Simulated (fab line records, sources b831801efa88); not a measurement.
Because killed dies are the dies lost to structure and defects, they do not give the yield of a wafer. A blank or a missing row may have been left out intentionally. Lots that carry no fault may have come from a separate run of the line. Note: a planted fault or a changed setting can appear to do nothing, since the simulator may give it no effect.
2 desks, one fault + flow gf180mcu + only its own numbers are on each desk; what lay behind them is given at the end

THE METROLOGY DESK
What the gauges read, lot by lot, whatever tool the lot ran on: means of the sampled wafers that have a number. Marked OUT: a lot whose mean sits more than 4 standard deviations from the usual mean, which makes it out of limits; the brackets give that distance.
Columns: A = cd_nm at GF_V4_CD_MEAS_14, usual 259.7 nm; B = MIM_ALCU_RS at GF_MIM_RS_MEAS_10, usual 0.1605 ohm/sq; C = MIM_ALCU_THK at GF_MIM_THK_MEAS_11, usual 201 nm
| lot  | first seen here | A     | B                 | C   |
|------|-----------------|-------|-------------------|-----|
| L840 | day 24 13:16    | 260.5 | 0.1638            | 197 |
| L841 | day 24 15:46    | 260.1 | 0.1604            | 202 |
| L842 | day 24 23:34    | 258.4 | 0.1579            | 204 |
| L843 | day 25 08:13    | 260.3 | 0.1607            | 200 |
| L844 | day 25 17:25    | 260.5 | 0.1598            | 202 |
| L850 | day 28 02:26    | 260.1 | 0.1621            | 200 |
| L854 | day 28 21:10    | 260.4 | 0.1569            | 207 |
| L858 | day 30 01:16    | 259.6 | 0.1619            | 199 |
| L860 | day 30 12:19    | 260.0 | 0.1712 (+4.3) OUT | 191 |
| L863 | day 31 09:59    | 260.1 | 0.1769 (+6.6) OUT | 189 |
Finding of this desk: L860, L863 out of limits, first seen on L860 at day 30 14:14 (MIM_ALCU_RS at GF_MIM_RS_MEAS_10). Within limits: L840, L841, L842, L843, L844, L850, L854, L858.

AT THE TOOL OWNER'S DESK: pvd_sputter-04
The tool's own readings at GF_MIM_SPUTTER_08 (material AlCu, target thk 200 nm, time 10.6 s): means of the sampled wafers that have a number, for each lot that ran on this tool. Marked OUT: a lot whose mean sits more than 4 standard deviations from the usual mean, which makes it out of limits; the brackets give that distance.
Columns: A = cathode_dc_power_W at GF_MIM_SPUTTER_08, usual 10600 W; B = throttle_valve_pct at GF_MIM_SPUTTER_08, usual 30.5 %
| lot  | first seen here | A     | B    |
|------|-----------------|-------|------|
| L844 | day 25 19:17    | 10601 | 30.2 |
| L854 | day 28 23:04    | 10602 | 30.4 |
| L860 | day 30 14:11    | 10602 | 30.2 |
| L863 | day 31 12:47    | 10597 | 30.5 |
Result from this desk: across the 4 lots, nothing is out of limits.

TAKEN TOGETHER
The metrology desk could have raised an alarm at day 30 14:14, on L860, L863.
The desk of the tool owner found nothing out of limits.
Tool owner's desk: L860, L863 on record, inside its limits.
All the named lots went through GF_MIM_SPUTTER_08 on pvd_sputter-04.

WHAT THE SIMULATOR PUT IN
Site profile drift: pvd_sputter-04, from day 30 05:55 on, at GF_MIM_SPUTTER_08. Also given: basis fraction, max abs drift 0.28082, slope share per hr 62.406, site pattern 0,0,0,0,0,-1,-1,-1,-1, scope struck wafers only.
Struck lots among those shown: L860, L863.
Delay in hours, fault start to first out-of-limits reading, per desk: metrology desk 8.
